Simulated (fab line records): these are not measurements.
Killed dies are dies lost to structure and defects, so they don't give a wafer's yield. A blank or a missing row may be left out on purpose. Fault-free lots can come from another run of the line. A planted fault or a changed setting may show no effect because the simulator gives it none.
The tool behind it: which one? ; flow gf180mcu ; Sampling: 12 lots, 36 wafers, 5 of 602 route steps

== WHAT EACH GAUGE READ, for each wafer ==
GF_M4_OVL_MEAS_15.
lot;measured;on;M4_OVL (nm)
L327;day 24 04:26;overlay-02;6 11 12
L329;day 24 21:15;overlay-01;10 7 12
L328;day 24 23:43;overlay-02;16 12 11
L331;day 25 18:35;overlay-01;21 10 13
L332;day 26 04:47;overlay-01;4 -1 -3
L334;day 26 12:50;overlay-01;4 2 8
L333;day 26 14:56;overlay-01;-4 7 3
L335;day 27 00:05;overlay-01;3 8 0
L338;day 27 17:53;overlay-01;-3 6 -1
L342;day 28 15:44;overlay-02;9 4 10
L346;day 29 21:08;overlay-01;11 3 -3
L348;day 30 13:59;overlay-01;-8 -3 2

GF_V4_RS_MEAS_24: measurement is done with a four-point probe.
lot;measured;on;V4_W_RS (ohm/sq)
L327;day 25 04:44;film-metro-01;0.330 0.328 0.333
L329;day 25 20:31;film-metro-01;0.339 0.329 0.334
L328;day 25 23:54;film-metro-01;0.339 0.332 0.333
L331;day 26 18:06;film-metro-01;0.340 0.332 0.339
L332;day 27 04:07;film-metro-04;0.335 0.329 0.337
L334;day 27 11:28;film-metro-01;0.329 0.335 0.329
L333;day 27 13:58;film-metro-03;0.332 0.337 0.330
L335;day 27 22:29;film-metro-01;0.338 0.333 0.337
L338;day 28 15:23;film-metro-01;0.341 0.339 0.344
L342;day 29 13:07;film-metro-01;0.344 0.346 0.339 0.345 0.345 0.339
L346;day 30 18:13;film-metro-01;0.332 0.336 0.332
L348;day 31 10:09;film-metro-01;0.332 0.336 0.330

== TOOL THAT RAN EACH LOT (tool first, then ch and the chambers of the sampled wafers, then the start) ==
lot;GF_V4_CVD_02;GF_V4_SPUTTER_22;GF_V4_CVD_23
L327;pecvd-03 ch 1,2, day 24 05:15;pvd-sputter-03, day 25 04:34;cvd-w-02 ch 0,1, day 25 04:37
L329;pecvd-04 ch 0,2, day 24 22:04;pvd-sputter-04, day 25 20:22;cvd-w-02 ch 0,1, day 25 20:25
L328;pecvd-01 ch 0,1,2, day 25 00:31;pvd-sputter-02, day 25 23:45;cvd-w-02 ch 0,1, day 25 23:47
L331;pecvd-04 ch 1,2, day 25 19:26;pvd-sputter-04, day 26 17:56;cvd-w-02 ch 0,1, day 26 17:58
L332;pecvd-04 ch 0,2, day 26 05:36;pvd-sputter-02, day 27 03:58;cvd-w-02 ch 0,1, day 27 03:59
L334;pecvd-01 ch 0,1, day 26 13:39;pvd-sputter-02, day 27 11:19;cvd-w-02 ch 0,1, day 27 11:22
L333;pecvd-01 ch 1,2, day 26 15:47;pvd-sputter-02, day 27 13:47;cvd-w-02 ch 0,1, day 27 13:49
L335;pecvd-03 ch 0,1, day 27 00:56;pvd-sputter-04, day 27 22:20;cvd-w-02 ch 0,1, day 27 22:23
L338;pecvd-01 ch 0,1,2, day 27 18:43;pvd-sputter-04, day 28 15:14;cvd-w-02 ch 0,1, day 28 15:17
L342;pecvd-01 ch 0,1, day 28 16:37;pvd-sputter-03, day 29 12:57;cvd-w-02 ch 0,1, day 29 12:59
L346;pecvd-01 ch 0,1,2, day 29 21:56;pvd-sputter-04, day 30 18:01;cvd-w-01 ch 0,1, day 30 18:06
L348;pecvd-03 ch 0,1,2, day 30 14:50;pvd-sputter-04, day 31 10:00;cvd-w-01 ch 0,1, day 31 10:02
- GF_V4_CVD_02: deposits SiO2 from TEOS, target thk 850 nm, time 94.851 s.
- GF_V4_SPUTTER_22: material TiN, target thk 10 nm, time 40 s.
- GF_V4_CVD_23: deposits W, target thk 350 nm, time 104.9 s.

== AS READ BY THE TOOLS THEMSELVES (means over the sampled wafers that have a number; for cases with no such wafer, the mark the record gives instead) ==
GF_V4_CVD_02.
lot;tool;heater-power-outer-w (W);heater-power-w (W)
L327;pecvd-03;320;540
L329;pecvd-04;386;680
L328;pecvd-01;358;639
L331;pecvd-04;417;732
L332;pecvd-04;411;726
L334;pecvd-01;349;629
L333;pecvd-01;370;659
L335;pecvd-03;393;675
L338;pecvd-01;376;671
L342;pecvd-01;330;602
L346;pecvd-01;393;671
L348;pecvd-03;355;606

GF_V4_SPUTTER_22.
lot;tool;throttle-valve-pct (%)
L327;pvd-sputter-03;29.2
L329;pvd-sputter-04;30.9
L328;pvd-sputter-02;28.8
L331;pvd-sputter-04;29.7
L332;pvd-sputter-02;29.5
L334;pvd-sputter-02;28.6
L333;pvd-sputter-02;29.5
L335;pvd-sputter-04;30.9
L338;pvd-sputter-04;29.9
L342;pvd-sputter-03;29.2
L346;pvd-sputter-04;29.8
L348;pvd-sputter-04;30.2

GF_V4_CVD_23.
lot;tool;chamber-pressure-Torr (Torr);heater-power-outer-w (W);heater-power-w (W)
L327;cvd-w-02;40.00;628;1045
L329;cvd-w-02;40.11;628;1045
L328;cvd-w-02;40.00;627;1038
L331;cvd-w-02;39.97;603;1008
L332;cvd-w-02;40.06;605;1039
L334;cvd-w-02;39.96;626;1051
L333;cvd-w-02;40.04;625;1049
L335;cvd-w-02;39.97;608;1038
L338;cvd-w-02;38.17;607;1034
L342;cvd-w-02;38.10;612;1041
L346;cvd-w-01;39.95;412;716
L348;cvd-w-01;39.94;418;719

== THE ANSWER, worked out from the rows above alone ==
Rule: what is usual is taken from the lots themselves. Put in order of their means at a reading, lots are off if they are a third of the lots or fewer, leave a main group of 4 or more, and stand apart from it by a gap of 3 or more times the standard deviation of the main group's means; of several such gaps the widest counts. The tables above print the reading to a certain number of digits; a main group whose means all agree to those digits is not used. Also off: a lot with no number at a reading for which 4 or more lots have one. The other lots that the step has rows for count as sound. After the gauges, taken in route order, come the tools' own readings; for these a lot's mean is taken, as printed above. The first step at which some lot is off is used, and at that step the reading that is off furthest; a lot without a number counts as furthest.
Off: L338, L342 (GF_V4_CVD_23, chamber-pressure-Torr). Main group: mean 40.00 Torr, sd 0.052.
If a tool, at that step or one of the process steps before it, ran each lot that is off and ran no sound lot following the first of them, it fits. One candidate fits, namely cvd-w-02 at GF_V4_CVD_23. Its last sound lot is L335 (day 27 22:23), its first lot that is off L338 (day 28 15:17): a fault that began between those two fits.
On the lots that are off, the tool's own readings at GF_V4_CVD_23 differ by more than 5 times the standard deviation of the sound lots' means, which bears it out; chamber-pressure-Torr reads 38.14 Torr there versus 40.00 Torr on the sound lots.

== WHAT THE SIMULATOR HAD INSERTED ==
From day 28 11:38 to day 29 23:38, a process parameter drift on cvd-w-02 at GF_V4_CVD_23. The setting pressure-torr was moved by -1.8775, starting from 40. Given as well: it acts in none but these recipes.
Struck lots among those shown: L338, L342. The rule above reached the same finding.
